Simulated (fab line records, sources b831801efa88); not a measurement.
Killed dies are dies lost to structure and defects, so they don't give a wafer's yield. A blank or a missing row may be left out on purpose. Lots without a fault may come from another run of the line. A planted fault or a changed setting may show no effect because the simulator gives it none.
Problem report in the 8D (eight disciplines) form, filled by code | flow sfq_line | the parts of the form that need people (team, actions taken, sign-off) are left out

1. THE PROBLEM
run_length_s at SFQ_TRILAYER_I4_VIA_BARC_OPEN_VIA_ETCH_146 reads a mean of 73.2 s on 5 wafers of 3 lots; wafers without a fault read 70.2 s with a standard deviation of 0.42. That is +7.0 standard deviations from the usual mean.
The step: etches BARC in O2, target depth 125 nm, time 41.7 s.
First seen on wafer L285.2, day 65 04:54, on rie_diel-04. The record holds 18 wafers of 7 lots with a number at this step. Rule for "out", or "out of limits": more than 4 standard deviations from the usual mean. The other wafers with a number count as sound.

2. WHAT IT IS AND WHAT IT IS NOT
question                    | is                                     | is not
which readings at this step | run_length_s                           | drypump_motor_current_A
which lots                  | L285, L286, L287                       | L272, L280, L292, L294
which wafers of those lots  | L285.2, L285.4, L286.2, L286.4, L287.2 | L287.3
read on which tools         | rie_diel-04                            | rie_diel-01, rie_diel-03
when                        | from day 65 04:54                      | up to then (6 sound wafers); but 7 sound wafers of L287, L292, L294 came after

3. SUSPECTS, AND WHAT RULES EACH OUT
Counting: a tool at a process step up to the reading stays a suspect if it ran every lot that is out. Sound lots after the first of them don't rule it out here, since some wafers of a struck lot are sound.
- pecvd-04 at SFQ_TRILAYER_I4_DEP_PECVD_099 (deposits SiO2 from SiH4/N2O, time 111.11 s, target thk 500 nm): kept. It ran every lot that is out, first L285 (day 60 06:57); its last sound lot up to then is L280 (day 59 09:05).
- rie_diel-04 at SFQ_TRILAYER_I4_VIA_BARC_OPEN_VIA_ETCH_146 (etches BARC in O2, target depth 125 nm, time 41.7 s): kept. It ran every lot that is out, first L285 (day 65 04:54); its last sound lot up to then is L280 (day 64 03:42). Its own readings are out on those wafers: run_length_s.
Left after counting: pecvd-04 at SFQ_TRILAYER_I4_DEP_PECVD_099, rie_diel-04 at SFQ_TRILAYER_I4_VIA_BARC_OPEN_VIA_ETCH_146.

4. THE CAUSE (what the simulator had put in)
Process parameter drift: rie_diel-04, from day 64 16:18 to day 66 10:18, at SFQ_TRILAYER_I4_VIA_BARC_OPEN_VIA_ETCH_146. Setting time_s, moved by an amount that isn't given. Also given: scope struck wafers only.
Counting left 2 suspects, and this tool is among them.

5. THE CHAIN OF EFFECTS, in route order
Each row: a reading whose mean over the struck wafers that have a number lies more than 3 standard deviations from the usual. Only readings for which the record gives a usual standard deviation are gone through. hours: the time from each lot's start at the first step in this table that gives one to its start at this step, as a median over the lots. sigmas: the change in usual standard deviations.
hours | step                                       | reading        | usual      | on struck wafers | change | sigmas
0     | SFQ_TRILAYER_I4_VIA_BARC_OPEN_VIA_ETCH_146 | oes_product_au | 0.685 a.u. | 0.665            | -0.020 | -4.1
0     | SFQ_TRILAYER_I4_VIA_BARC_OPEN_VIA_ETCH_146 | run_length_s   | 70.2 s     | 73.2             | +3.0   | +7.0
The process steps in it:
- SFQ_TRILAYER_I4_VIA_BARC_OPEN_VIA_ETCH_146: etches BARC in O2, target depth 125 nm, time 41.7 s.

6. WHAT WOULD HAVE CAUGHT IT SOONER
In this record the first reading out of limits was taken at day 65 04:54, 13 hours after the fault began at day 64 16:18.
